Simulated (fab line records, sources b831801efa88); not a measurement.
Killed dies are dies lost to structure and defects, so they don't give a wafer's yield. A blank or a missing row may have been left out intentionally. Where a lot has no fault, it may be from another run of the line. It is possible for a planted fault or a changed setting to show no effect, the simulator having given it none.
fab line records ; flow sky130
record lots=24; wafers=72; lastDay=50
route steps=708 shown VIA1@470 METAL2@489 CAPM@538 CAP2M@616
lots with no fault: from the same line, run without faults
startH: the number of hours between the record's first day and the start of the first shown wafer of the lot ; waitH: how many hours have passed since the lot's step before this one ; " identical to the entry in the row above ; L1.1+2: several wafers, shown together as one row ; - no value present, or no start provided ; * or withheld: withheld ; < > ~ a bound
route shown NAME@n: a module of which the file shows steps, and the number in the route of the first ; usual: mean and standard deviation over wafers with no fault ; same: alike in all rows ; chamber/n: place in a boat ; sites: each site's reading ; _std_site: the standard deviation of these ; _edge_site: outer sites' mean less inner sites' ; radiusMm: how far each site lies from the wafer's centre ; mask NAME#n: copy n ; behind: the last tool/chamber to shape the wafer ; hold: why the lot went on hold/how many hours it stayed there/how the hold came to an end ; device: the transistor (n, p or np) that didn't switch ; end of line: the same wafers' tests at the end of the route ; for a step that has no rows: nothing shown but its recipe ; killed: dies lost to structure and defects at the first sort, not the wafer's yield ; map: per-die view of a wafer (x killed, . not killed, _ where there is no die)
set.NAME: setting as actually run; set.NAME@STEP: the setting as run at that earlier step ; model.NAME: the simulator's own value behind a step, which no gauge read
route steps across a sampled set of lots; one table per step, one row per wafer
services: when a tool's chamber went out of use (startH, in hours from the record's first day, below 0 if earlier), for how many hours, and the reason
## steps
# step SKY_VIA1_CD_MEAS_12
# recipe targetCdNm=150
# usual cdNm=149.7/1.6
lot.wafer;tool;chamber;startH;waitH;cdNm
L074.3;cdSem-02;-;796.97;-;147.7
L074.4;cdSem-02;-;796.97;-;149.0
L074.6;cdSem-02;-;796.97;-;149.3
L075.2;cdSem-02;-;801.82;-;151.3
L075.3;cdSem-02;-;801.82;-;152.2
L075.5;cdSem-02;-;801.82;-;151.0
L076.2;cdSem-02;-;806.62;-;146.9
L076.4;cdSem-02;-;806.62;-;147.6
L076.6;cdSem-02;-;806.62;-;147.1
L077.2;cdSem-02;-;813.62;-;151.0
L077.4;cdSem-02;-;813.62;-;152.2
L077.5;cdSem-02;-;813.62;-;150.8
L078.1;cdSem-02;-;820.88;-;148.0
L078.2;cdSem-02;-;820.88;-;147.6
L078.3;cdSem-02;-;820.88;-;148.5
L079.2;cdSem-02;-;829.52;-;149.2
L079.3;cdSem-02;-;829.52;-;149.8
L079.5;cdSem-02;-;829.52;-;150.0
L080.1;cdSem-01;-;837.43;-;148.8
L080.4;cdSem-01;-;837.43;-;148.7
L080.5;cdSem-01;-;837.43;-;149.6
L081.1;cdSem-01;-;857.73;-;151.5
L081.5;cdSem-01;-;857.73;-;151.1
L081.6;cdSem-01;-;857.73;-;149.4
L082.2;cdSem-01;-;859.90;-;150.7
L082.3;cdSem-01;-;859.90;-;149.9
L082.5;cdSem-01;-;859.90;-;150.0
L083.1;cdSem-01;-;860.53;-;148.7
L083.3;cdSem-01;-;860.53;-;147.8
L083.5;cdSem-01;-;860.53;-;148.8
L084.1;cdSem-02;-;864.20;-;151.8
L084.4;cdSem-02;-;864.20;-;152.5
L084.6;cdSem-02;-;864.20;-;151.2
L085.1;cdSem-02;-;874.00;-;150.6
L085.4;cdSem-02;-;874.00;-;150.9
L085.5;cdSem-02;-;874.00;-;151.0
L086.1;cdSem-02;-;883.45;-;148.1
L086.3;cdSem-02;-;883.45;-;151.1
L086.4;cdSem-02;-;883.45;-;149.7
L087.1;cdSem-01;-;895.80;-;150.5
L087.2;cdSem-01;-;895.80;-;154.1
L087.3;cdSem-01;-;895.80;-;150.8
L088.1;cdSem-01;-;897.60;-;152.1
L088.4;cdSem-01;-;897.60;-;151.2
L088.6;cdSem-01;-;897.60;-;151.1
L089.1;cdSem-02;-;904.80;-;151.4
L089.2;cdSem-02;-;904.80;-;150.1
L089.4;cdSem-02;-;904.80;-;149.5
L090.1;cdSem-02;-;910.85;-;148.1
L090.2;cdSem-02;-;910.85;-;149.3
L090.5;cdSem-02;-;910.85;-;150.9
L091.1;cdSem-02;-;921.40;-;145.6
L091.2;cdSem-02;-;921.40;-;147.2
L091.3;cdSem-02;-;921.40;-;145.4
L092.2;cdSem-01;-;927.35;-;151.0
L092.3;cdSem-01;-;927.35;-;150.5
L092.5;cdSem-01;-;927.35;-;150.3
L093.1;cdSem-02;-;929.28;-;149.9
L093.2;cdSem-02;-;929.28;-;151.9
L093.3;cdSem-02;-;929.28;-;150.0
L094.2;cdSem-02;-;937.80;-;151.1
L094.3;cdSem-02;-;937.80;-;149.4
L094.4;cdSem-02;-;937.80;-;150.0
L095.1;cdSem-02;-;946.75;-;150.5
L095.3;cdSem-02;-;946.75;-;150.0
L095.4;cdSem-02;-;946.75;-;150.5
L096.2;cdSem-01;-;952.22;-;148.4
L096.3;cdSem-01;-;952.22;-;148.6
L096.5;cdSem-01;-;952.22;-;148.8
L097.1;cdSem-02;-;957.93;-;146.8
L097.5;cdSem-02;-;957.93;-;148.1
L097.6;cdSem-02;-;957.93;-;146.6
# step SKY_VIA1_CVD_21
# recipe material=W; targetThkNm=270; timeS=80.902; tempC=400; pressureTorr=40
# usual heaterPowerW=813/100
lot.wafer;tool;chamber;startH;waitH;heaterPowerW;sinceWetCleanH
L074.3;cvdW-01;1;797.86;0.1;958;-
L074.4;cvdW-01;0;797.86;0.1;820;-
L074.6;cvdW-01;1;797.86;0.1;948;-
L075.2;cvdW-01;0;802.74;0.0;838;399
L075.3;cvdW-01;1;802.74;0.0;988;-
L075.5;cvdW-01;1;802.74;0.0;956;-
L076.2;cvdW-01;0;807.53;0.0;811;404
L076.4;cvdW-01;0;807.53;0.0;849;-
L076.6;cvdW-01;1;807.53;0.0;962;-
L077.2;cvdW-01;1;814.49;0.0;963;411
L077.4;cvdW-01;1;814.49;0.0;927;-
L077.5;cvdW-01;0;814.49;0.0;821;-
L078.1;cvdW-02;1;821.81;0.0;823;918
L078.2;cvdW-02;0;821.81;0.0;656;918
L078.3;cvdW-02;1;821.81;0.0;823;-
L079.2;cvdW-02;0;830.39;0.0;624;926
L079.3;cvdW-02;0;830.39;0.0;638;-
L079.5;cvdW-02;1;830.39;0.0;845;-
L080.1;cvdW-02;0;838.33;0.0;648;934
L080.4;cvdW-02;0;838.33;0.0;634;-
L080.5;cvdW-02;0;838.33;0.0;632;-
L081.1;cvdW-01;1;858.68;0.0;951;455
L081.5;cvdW-01;0;858.68;0.0;827;-
L081.6;cvdW-01;1;858.68;0.0;973;-
L082.2;cvdW-02;1;860.82;0.0;808;957
L082.3;cvdW-02;1;860.82;0.0;839;-
L082.5;cvdW-02;1;860.82;0.0;838;-
L083.1;cvdW-01;1;861.43;0.0;952;457
L083.3;cvdW-01;0;861.43;0.0;838;-
L083.5;cvdW-01;0;861.43;0.0;829;-
L084.1;cvdW-01;0;865.13;0.0;838;461
L084.4;cvdW-01;1;865.13;0.0;954;-
L084.6;cvdW-01;0;865.13;0.0;827;-
L085.1;cvdW-01;0;874.90;0.0;834;471
L085.4;cvdW-01;0;874.90;0.0;797;-
L085.5;cvdW-01;1;874.90;0.0;931;-
L086.1;cvdW-02;0;884.34;0.0;636;980
L086.3;cvdW-02;1;884.34;0.0;842;-
L086.4;cvdW-02;0;884.34;0.0;636;-
L087.1;cvdW-01;1;896.70;0.0;940;493
L087.2;cvdW-01;0;896.70;0.0;817;493
L087.3;cvdW-01;0;896.70;0.0;823;-
L088.1;cvdW-02;0;898.53;0.0;637;995
L088.4;cvdW-02;1;898.53;0.0;845;-
L088.6;cvdW-02;0;898.53;0.0;636;-
L089.1;cvdW-01;0;905.71;0.0;835;502
L089.2;cvdW-01;0;905.71;0.0;835;-
L089.4;cvdW-01;0;905.71;0.0;810;-
L090.1;cvdW-01;0;911.74;0.0;822;508
L090.2;cvdW-01;0;911.74;0.0;829;-
L090.5;cvdW-01;0;911.74;0.0;828;-
L091.1;cvdW-02;0;922.33;0.0;700;4
L091.2;cvdW-02;1;922.33;0.0;803;4
L091.3;cvdW-02;0;922.33;0.0;689;-
L092.2;cvdW-02;0;928.23;0.0;689;10
L092.3;cvdW-02;1;928.23;0.0;825;-
L092.5;cvdW-02;0;928.23;0.0;677;-
L093.1;cvdW-02;1;930.18;0.0;823;12
L093.2;cvdW-02;0;930.18;0.0;714;12
L093.3;cvdW-02;0;930.18;0.0;694;-
L094.2;cvdW-02;0;938.68;0.0;688;21
L094.3;cvdW-02;1;938.68;0.0;819;-
L094.4;cvdW-02;0;938.68;0.0;698;-
L095.1;cvdW-01;0;947.66;0.0;822;544
L095.3;cvdW-01;0;947.66;0.0;849;-
L095.4;cvdW-01;1;947.66;0.0;949;-
L096.2;cvdW-02;0;953.11;0.0;681;35
L096.3;cvdW-02;1;953.11;0.0;803;-
L096.5;cvdW-02;1;953.11;0.0;804;-
L097.1;cvdW-02;1;958.96;0.0;818;41
L097.5;cvdW-02;0;958.96;0.0;707;-
L097.6;cvdW-02;1;958.96;0.0;817;-
# step SKY_VIA1_RS_MEAS_22
# recipe thkMeasGauge=four-point-probe; reads=W_of_VIA1_CVD_21+TiN_of_VIA1_SPUTTER_20
# usual VIA1_W_RS=0.428/0.0038
lot.wafer;tool;chamber;startH;waitH;VIA1_W_RS[ohm/sq]
L074.3;filmMetro-01;-;797.96;0.1;0.428
L074.4;filmMetro-01;-;797.96;0.1;0.425
L074.6;filmMetro-01;-;797.96;0.1;0.429
L075.2;filmMetro-02;-;802.85;0.1;0.432
L075.3;filmMetro-02;-;802.85;0.1;0.429
L075.5;filmMetro-02;-;802.85;0.1;0.435
L076.2;filmMetro-01;-;807.65;0.1;0.427
L076.4;filmMetro-01;-;807.65;0.1;0.430
L076.6;filmMetro-01;-;807.65;0.1;0.425
L077.2;filmMetro-02;-;814.61;0.1;0.425
L077.4;filmMetro-02;-;814.61;0.1;0.420
L077.5;filmMetro-02;-;814.61;0.1;0.427
L078.1;filmMetro-04;-;821.90;0.1;0.421
L078.2;filmMetro-04;-;821.90;0.1;0.426
L078.3;filmMetro-04;-;821.90;0.1;0.424
L079.2;filmMetro-02;-;830.51;0.1;0.432
L079.3;filmMetro-02;-;830.51;0.1;0.433
L079.5;filmMetro-02;-;830.51;0.1;0.429
L080.1;filmMetro-02;-;838.42;0.1;0.426
L080.4;filmMetro-02;-;838.42;0.1;0.434
L080.5;filmMetro-02;-;838.42;0.1;0.427
L081.1;filmMetro-01;-;858.77;0.1;0.428
L081.5;filmMetro-01;-;858.77;0.1;0.432
L081.6;filmMetro-01;-;858.77;0.1;0.426
L082.2;filmMetro-01;-;860.93;0.1;0.431
L082.3;filmMetro-01;-;860.93;0.1;0.429
L082.5;filmMetro-01;-;860.93;0.1;0.427
L083.1;filmMetro-01;-;861.52;0.1;0.431
L083.3;filmMetro-01;-;861.52;0.1;0.434
L083.5;filmMetro-01;-;861.52;0.1;0.431
L084.1;filmMetro-04;-;865.22;0.1;0.435
L084.4;filmMetro-04;-;865.22;0.1;0.424
L084.6;filmMetro-04;-;865.22;0.1;0.431
L085.1;filmMetro-01;-;875.03;0.1;0.431
L085.4;filmMetro-01;-;875.03;0.1;0.431
L085.5;filmMetro-01;-;875.03;0.1;0.422
L086.1;filmMetro-04;-;884.44;0.1;0.428
L086.3;filmMetro-04;-;884.44;0.1;0.429
L086.4;filmMetro-04;-;884.44;0.1;0.434
L087.1;filmMetro-02;-;896.79;0.1;0.418
L087.2;filmMetro-02;-;896.79;0.1;0.424
L087.3;filmMetro-02;-;896.79;0.1;0.429
L088.1;filmMetro-02;-;898.62;0.1;0.425
L088.4;filmMetro-02;-;898.62;0.1;0.434
L088.6;filmMetro-02;-;898.62;0.1;0.431
L089.1;filmMetro-04;-;905.90;0.2;0.430
L089.2;filmMetro-04;-;905.90;0.2;0.427
L089.4;filmMetro-04;-;905.90;0.2;0.429
L090.1;filmMetro-02;-;911.93;0.2;0.427
L090.2;filmMetro-02;-;911.93;0.2;0.429
L090.5;filmMetro-02;-;911.93;0.2;0.424
L091.1;filmMetro-01;-;922.43;0.1;0.431
L091.2;filmMetro-01;-;922.43;0.1;0.430
L091.3;filmMetro-01;-;922.43;0.1;0.422
L092.2;filmMetro-04;-;928.34;0.1;0.429
L092.3;filmMetro-04;-;928.34;0.1;0.433
L092.5;filmMetro-04;-;928.34;0.1;0.435
L093.1;filmMetro-02;-;930.27;0.1;0.432
L093.2;filmMetro-02;-;930.27;0.1;0.421
L093.3;filmMetro-02;-;930.27;0.1;0.428
L094.2;filmMetro-04;-;938.79;0.1;0.426
L094.3;filmMetro-04;-;938.79;0.1;0.430
L094.4;filmMetro-04;-;938.79;0.1;0.423
L095.1;filmMetro-02;-;947.75;0.1;0.434
L095.3;filmMetro-02;-;947.75;0.1;0.434
L095.4;filmMetro-02;-;947.75;0.1;0.423
L096.2;filmMetro-02;-;953.22;0.1;0.425
L096.3;filmMetro-02;-;953.22;0.1;0.428
L096.5;filmMetro-02;-;953.22;0.1;0.427
L097.1;filmMetro-02;-;959.05;0.1;0.427
L097.5;filmMetro-02;-;959.05;0.1;0.428
L097.6;filmMetro-02;-;959.05;0.1;0.423
# step SKY_METAL2_THK_MEAS_06
# recipe thkMeasGauge=xrf; reads=AlCu_of_METAL2_SPUTTER_02
# usual METAL2_ALCU_THK=249.7/2.5
lot.wafer;tool;chamber;startH;waitH;METAL2_ALCU_THK[nm]
L074.3;filmMetro-02;-;798.68;0.1;243.7
L074.4;filmMetro-02;-;798.68;0.1;246.0
L074.6;filmMetro-02;-;798.68;0.1;245.5
L075.2;filmMetro-04;-;803.58;0.1;249.3
L075.3;filmMetro-04;-;803.58;0.1;254.5
L075.5;filmMetro-04;-;803.58;0.1;250.4
L076.2;filmMetro-04;-;808.38;0.1;250.4
L076.4;filmMetro-04;-;808.38;0.1;250.3
L076.6;filmMetro-04;-;808.38;0.1;248.6
L077.2;filmMetro-02;-;815.34;0.1;245.7
L077.4;filmMetro-02;-;815.34;0.1;251.0
L077.5;filmMetro-02;-;815.34;0.1;248.3
L078.1;filmMetro-02;-;822.64;0.1;250.0
L078.2;filmMetro-02;-;822.64;0.1;246.9
L078.3;filmMetro-02;-;822.64;0.1;247.7
L079.2;filmMetro-02;-;831.24;0.1;247.8
L079.3;filmMetro-02;-;831.24;0.1;248.5
L079.5;filmMetro-02;-;831.24;0.1;249.6
L080.1;filmMetro-03;-;839.16;0.1;251.9
L080.4;filmMetro-03;-;839.16;0.1;250.8
L080.5;filmMetro-03;-;839.16;0.1;252.4
L081.1;filmMetro-03;-;859.51;0.1;250.7
L081.5;filmMetro-03;-;859.51;0.1;253.9
L081.6;filmMetro-03;-;859.51;0.1;253.2
L082.2;filmMetro-03;-;861.66;0.1;252.1
L082.3;filmMetro-03;-;861.66;0.1;251.4
L082.5;filmMetro-03;-;861.66;0.1;251.0
L083.1;filmMetro-03;-;862.26;0.1;251.7
L083.3;filmMetro-03;-;862.26;0.1;251.6
L083.5;filmMetro-03;-;862.26;0.1;251.3
L084.1;filmMetro-02;-;865.96;0.1;251.7
L084.4;filmMetro-02;-;865.96;0.1;248.9
L084.6;filmMetro-02;-;865.96;0.1;248.9
L085.1;filmMetro-02;-;875.77;0.1;246.8
L085.4;filmMetro-02;-;875.77;0.1;248.2
L085.5;filmMetro-02;-;875.77;0.1;244.1
L086.1;filmMetro-03;-;885.18;0.1;247.3
L086.3;filmMetro-03;-;885.18;0.1;247.8
L086.4;filmMetro-03;-;885.18;0.1;247.6
L087.1;filmMetro-04;-;897.53;0.1;246.0
L087.2;filmMetro-04;-;897.53;0.1;247.4
L087.3;filmMetro-04;-;897.53;0.1;245.2
L088.1;filmMetro-03;-;899.36;0.1;254.2
L088.4;filmMetro-03;-;899.36;0.1;253.6
L088.6;filmMetro-03;-;899.36;0.1;253.4
L089.1;filmMetro-04;-;906.64;0.1;249.6
L089.2;filmMetro-04;-;906.64;0.1;247.8
L089.4;filmMetro-04;-;906.64;0.1;247.8
L090.1;filmMetro-03;-;912.67;0.1;254.4
L090.2;filmMetro-03;-;912.67;0.1;252.4
L090.5;filmMetro-03;-;912.67;0.1;250.8
L091.1;filmMetro-02;-;923.52;0.1;248.0
L091.2;filmMetro-02;-;923.52;0.1;246.0
L091.3;filmMetro-02;-;923.52;0.1;249.4
L092.2;filmMetro-02;-;929.07;0.1;248.4
L092.3;filmMetro-02;-;929.07;0.1;248.6
L092.5;filmMetro-02;-;929.07;0.1;250.4
L093.1;filmMetro-03;-;931.01;0.1;256.5
L093.2;filmMetro-03;-;931.01;0.1;255.7
L093.3;filmMetro-03;-;931.01;0.1;254.5
L094.2;filmMetro-03;-;939.52;0.1;246.1
L094.3;filmMetro-03;-;939.52;0.1;249.8
L094.4;filmMetro-03;-;939.52;0.1;248.9
L095.1;filmMetro-04;-;948.51;0.1;250.2
L095.3;filmMetro-04;-;948.51;0.1;246.3
L095.4;filmMetro-04;-;948.51;0.1;249.5
L096.2;filmMetro-03;-;953.97;0.1;250.4
L096.3;filmMetro-03;-;953.97;0.1;249.5
L096.5;filmMetro-03;-;953.97;0.1;251.4
L097.1;filmMetro-02;-;959.92;0.1;251.2
L097.5;filmMetro-02;-;959.92;0.1;248.6
L097.6;filmMetro-02;-;959.92;0.1;250.3
# step SKY_CAPM_THK_MEAS_01
# recipe reads=SiO2_of_CAPM_CVD_00
# usual CAPM_CVD_00_THK=15.51/0.23
lot.wafer;tool;chamber;startH;waitH;CAPM_CVD_00_THK[nm]
L074.3;filmMetro-02;-;854.37;-;15.45
L074.4;filmMetro-02;-;854.37;-;15.84
L074.6;filmMetro-02;-;854.37;-;15.52
L075.2;filmMetro-02;-;859.35;-;15.55
L075.3;filmMetro-02;-;859.35;-;15.55
L075.5;filmMetro-02;-;859.35;-;15.87
L076.2;filmMetro-03;-;864.65;-;15.18
L076.4;filmMetro-03;-;864.65;-;15.49
L076.6;filmMetro-03;-;864.65;-;15.60
L077.2;filmMetro-03;-;869.92;-;15.36
L077.4;filmMetro-03;-;869.92;-;15.64
L077.5;filmMetro-03;-;869.92;-;15.81
L078.1;filmMetro-02;-;879.38;-;15.45
L078.2;filmMetro-02;-;879.38;-;15.96
L078.3;filmMetro-02;-;879.38;-;15.87
L079.2;filmMetro-03;-;887.09;-;15.02
L079.3;filmMetro-03;-;887.09;-;15.22
L079.5;filmMetro-03;-;887.09;-;15.63
L080.1;filmMetro-02;-;895.50;-;15.10
L080.4;filmMetro-02;-;895.50;-;15.20
L080.5;filmMetro-02;-;895.50;-;15.39
L081.1;filmMetro-01;-;914.95;-;15.47
L081.5;filmMetro-01;-;914.95;-;15.74
L081.6;filmMetro-01;-;914.95;-;15.65
L082.2;filmMetro-03;-;916.39;-;15.41
L082.3;filmMetro-03;-;916.39;-;15.41
L082.5;filmMetro-03;-;916.39;-;15.61
L083.1;filmMetro-02;-;916.94;-;15.59
L083.3;filmMetro-02;-;916.94;-;15.73
L083.5;filmMetro-02;-;916.94;-;15.93
L084.1;filmMetro-03;-;920.15;-;15.41
L084.4;filmMetro-03;-;920.15;-;15.70
L084.6;filmMetro-03;-;920.15;-;15.65
L085.1;filmMetro-03;-;929.39;-;15.61
L085.4;filmMetro-03;-;929.39;-;15.62
L085.5;filmMetro-03;-;929.39;-;15.85
L086.1;filmMetro-02;-;937.20;-;15.32
L086.3;filmMetro-02;-;937.20;-;15.25
L086.4;filmMetro-02;-;937.20;-;15.62
L087.1;filmMetro-01;-;950.43;-;15.26
L087.2;filmMetro-01;-;950.43;-;15.57
L087.3;filmMetro-01;-;950.43;-;15.05
L088.1;filmMetro-01;-;951.17;-;15.46
L088.4;filmMetro-01;-;951.17;-;15.55
L088.6;filmMetro-01;-;951.17;-;15.56
L089.1;filmMetro-03;-;959.30;-;15.42
L089.2;filmMetro-03;-;959.30;-;15.39
L089.4;filmMetro-03;-;959.30;-;15.92
L090.1;filmMetro-03;-;963.61;-;15.39
L090.2;filmMetro-03;-;963.61;-;15.32
L090.5;filmMetro-03;-;963.61;-;15.54
L091.1;filmMetro-02;-;974.28;-;15.26
L091.2;filmMetro-02;-;974.28;-;15.35
L091.3;filmMetro-02;-;974.28;-;15.32
L092.2;filmMetro-02;-;980.25;-;15.32
L092.3;filmMetro-02;-;980.25;-;15.41
L092.5;filmMetro-02;-;980.25;-;15.50
L093.1;filmMetro-03;-;982.61;-;15.40
L093.2;filmMetro-03;-;982.61;-;15.36
L093.3;filmMetro-03;-;982.61;-;15.53
L094.2;filmMetro-01;-;990.79;-;15.16
L094.3;filmMetro-01;-;990.79;-;15.34
L094.4;filmMetro-01;-;990.79;-;15.50
L095.1;filmMetro-03;-;999.50;-;15.67
L095.3;filmMetro-03;-;999.50;-;15.64
L095.4;filmMetro-03;-;999.50;-;16.02
L096.2;filmMetro-01;-;1003.48;-;15.27
L096.3;filmMetro-01;-;1003.48;-;15.42
L096.5;filmMetro-01;-;1003.48;-;15.41
L097.1;filmMetro-02;-;1010.55;-;15.11
L097.5;filmMetro-02;-;1010.55;-;15.49
L097.6;filmMetro-02;-;1010.55;-;15.35
# step SKY_CAP2M_METAL_ETCH_13
# recipe targetDepthNm=220; stopOn=SiO2; chemistry=Cl2/BCl3; target=TiN; pressureMtorr=10; icpW=900; biasW=48.5; Cl2_flow_sccm=60; bcl3FlowSccm=30; timeS=62.9
# usual drypumpMotorCurrentA=5.8/0.42; mfcCl2Sccm=60.00/0.19; oesProductAu=0.939/0.0066; throttleValvePct=21.902/0.0086
lot.wafer;tool;chamber;startH;waitH;drypumpMotorCurrentA;mfcCl2Sccm;oesProductAu;rfHoursCounterH;throttleValvePct
L074.3;rieMetal-03;0;959.45;0.0;5.9;59.76;0.939;-;21.912
L074.4;rieMetal-03;1;959.45;0.0;5.1;60.18;0.940;-;21.898
L074.6;rieMetal-03;1;959.45;0.0;5.1;60.06;0.936;-;21.911
L075.2;rieMetal-03;0;963.77;0.0;5.9;60.00;0.946;2;21.911
L075.3;rieMetal-03;1;963.77;0.0;5.1;60.06;0.942;-;21.914
L075.5;rieMetal-03;0;963.77;0.0;5.9;60.06;0.943;-;21.887
L076.2;rieMetal-01;0;967.98;0.0;6.1;60.13;0.932;1;21.918
L076.4;rieMetal-01;1;967.98;0.0;6.6;59.73;0.936;-;21.922
L076.6;rieMetal-01;0;967.98;0.0;6.1;59.67;0.929;-;21.898
L077.2;rieMetal-03;1;973.28;0.0;5.1;59.97;0.949;10;21.909
L077.4;rieMetal-03;0;973.28;0.0;5.9;59.95;0.933;-;21.908
L077.5;rieMetal-03;0;973.28;0.0;5.8;59.82;0.940;-;21.897
L078.1;rieMetal-04;0;981.87;0.0;5.9;59.78;0.938;15;21.897
L078.2;rieMetal-04;1;981.87;0.0;5.8;60.05;0.936;4;21.916
L078.3;rieMetal-04;0;981.87;0.0;5.9;59.91;0.931;-;21.896
L079.2;rieMetal-04;1;989.28;0.0;5.8;59.76;0.936;5;21.908
L079.3;rieMetal-04;0;989.28;0.0;5.9;59.98;0.933;-;21.899
L079.5;rieMetal-04;1;989.28;0.0;5.8;59.79;0.932;-;21.903
L080.1;rieMetal-01;1;995.93;0.0;6.5;59.53;0.945;11;21.892
L080.4;rieMetal-01;1;995.93;0.0;6.6;59.93;0.936;-;21.898
L080.5;rieMetal-01;0;995.93;0.0;6.1;59.91;0.931;-;21.900
L081.1;rieMetal-03;1;1015.08;0.0;5.1;60.41;0.939;12;21.902
L081.5;rieMetal-03;1;1015.08;0.0;5.1;60.26;0.939;-;21.914
L081.6;rieMetal-03;0;1015.08;0.0;5.8;59.98;0.934;-;21.899
L082.2;rieMetal-01;0;1015.48;0.0;6.1;59.61;0.942;4;21.899
L082.3;rieMetal-01;0;1015.48;0.0;6.1;59.62;0.947;-;21.884
L082.5;rieMetal-01;1;1015.48;0.0;6.5;60.42;0.939;-;21.908
L083.1;rieMetal-04;0;1016.22;0.0;5.9;60.09;0.948;17;21.901
L083.3;rieMetal-04;0;1016.22;0.0;5.9;59.65;0.953;-;21.903
L083.5;rieMetal-04;1;1016.22;0.0;5.8;59.93;0.939;-;21.887
L084.1;rieMetal-04;1;1018.42;0.0;5.8;59.98;0.930;6;21.900
L084.4;rieMetal-04;0;1018.42;0.0;5.9;59.96;0.939;-;21.905
L084.6;rieMetal-04;0;1018.42;0.0;5.9;59.92;0.931;-;21.911
L085.1;rieMetal-01;0;1028.53;0.0;6.1;60.12;0.926;5;21.904
L085.4;rieMetal-01;0;1028.53;0.0;6.1;60.06;0.933;-;21.913
L085.5;rieMetal-01;1;1028.53;0.0;6.6;59.86;0.928;-;21.895
L086.1;rieMetal-03;0;1035.57;0.0;5.9;59.86;0.927;6;21.907
L086.3;rieMetal-03;0;1035.57;0.0;5.9;59.86;0.928;-;21.903
L086.4;rieMetal-03;0;1035.57;0.0;5.8;60.12;0.922;-;21.906
L087.1;rieMetal-03;0;1047.48;0.0;5.9;60.01;0.936;8;21.900
L087.2;rieMetal-03;1;1047.48;0.0;5.1;60.03;0.941;13;21.909
L087.3;rieMetal-03;0;1047.48;0.0;5.8;60.03;0.939;-;21.892
L088.1;rieMetal-01;1;1047.78;0.0;6.5;60.14;0.942;15;21.891
L088.4;rieMetal-01;0;1047.78;0.0;6.1;59.94;0.932;-;21.887
L088.6;rieMetal-01;1;1047.78;0.0;6.6;60.03;0.942;-;21.881
L089.1;rieMetal-03;0;1056.27;0.0;5.9;59.86;0.935;9;21.891
L089.2;rieMetal-03;1;1056.27;0.0;5.1;60.01;0.939;14;21.910
L089.4;rieMetal-03;0;1056.27;0.0;5.9;60.33;0.935;-;21.906
L090.1;rieMetal-04;0;1059.98;0.0;5.9;60.04;0.938;18;21.900
L090.2;rieMetal-04;1;1059.98;0.0;5.8;60.17;0.928;7;21.904
L090.5;rieMetal-04;1;1059.98;0.0;5.8;59.90;0.939;-;21.910
L091.1;rieMetal-03;0;1068.17;0.0;5.9;59.94;0.931;10;21.907
L091.2;rieMetal-03;1;1068.17;0.0;5.1;60.01;0.929;15;21.902
L091.3;rieMetal-03;1;1068.17;0.0;5.1;60.15;0.935;-;21.909
L092.2;rieMetal-04;1;1075.53;0.0;5.8;59.93;0.947;8;21.893
L092.3;rieMetal-04;0;1075.53;0.0;5.9;60.09;0.942;-;21.888
L092.5;rieMetal-04;1;1075.53;0.0;5.8;59.97;0.945;-;21.914
L093.1;rieMetal-04;1;1076.28;0.0;5.8;59.93;0.951;8;21.901
L093.2;rieMetal-04;0;1076.28;0.0;5.9;60.06;0.944;19;21.891
L093.3;rieMetal-04;0;1076.28;0.0;5.9;60.15;0.956;-;21.898
L094.2;rieMetal-03;0;1082.63;0.0;5.9;60.04;0.935;11;21.889
L094.3;rieMetal-03;1;1082.63;0.0;5.1;59.88;0.938;-;21.898
L094.4;rieMetal-03;0;1082.63;0.0;5.8;60.12;0.938;-;21.904
L095.1;rieMetal-03;1;1091.08;0.0;5.1;60.27;0.945;16;21.905
L095.3;rieMetal-03;1;1091.08;0.0;5.1;59.65;0.939;-;21.899
L095.4;rieMetal-03;0;1091.08;0.0;5.8;60.07;0.947;-;21.907
L096.2;rieMetal-04;0;1096.17;0.0;5.9;59.82;0.943;21;21.921
L096.3;rieMetal-04;1;1096.17;0.0;5.8;60.27;0.941;-;21.915
L096.5;rieMetal-04;0;1096.17;0.0;5.9;60.14;0.941;-;21.904
L097.1;rieMetal-01;1;1101.48;0.0;6.6;59.88;0.935;18;21.900
L097.5;rieMetal-01;0;1101.48;0.0;6.1;60.21;0.937;-;21.907
L097.6;rieMetal-01;1;1101.48;0.0;6.6;60.05;0.937;-;21.888
## services
tool;chamber;startH;hours;kind
rieMetal-01;0;781.30;1.6;repair
cvdW-01;0;834.06;8.0;repair
cvdW-02;1;856.37;4.1;repair
cvdW-02;0;872.98;7.2;repair
rieMetal-03;0;878.31;20.1;repair
rieMetal-01;1;897.80;8.6;repair
rieMetal-01;0;898.06;2.3;repair
cvdW-01;1;901.89;25.6;repair
cvdW-02;-;904.00;14.0;pm
cvdW-02;0;904.00;14.0;ventCycle
cvdW-02;1;904.00;14.0;ventCycle
cvdW-02;0;918.00;-;clean
cvdW-02;1;918.00;-;clean
rieMetal-01;-;954.52;0.3;repair
cvdW-01;-;955.62;6.9;pm
cvdW-01;-;967.40;28.1;pm
cvdW-01;1;1012.67;3.8;repair
cvdW-02;0;1017.74;3.4;repair
rieMetal-04;-;1020.32;28.1;pm
rieMetal-03;1;1034.65;12.2;repair
cvdW-01;-;1057.69;1.5;repair
rieMetal-03;0;1058.93;2.0;repair
cvdW-01;-;1072.28;0.9;repair
rieMetal-01;-;1096.16;1.0;repair
## key
fault none
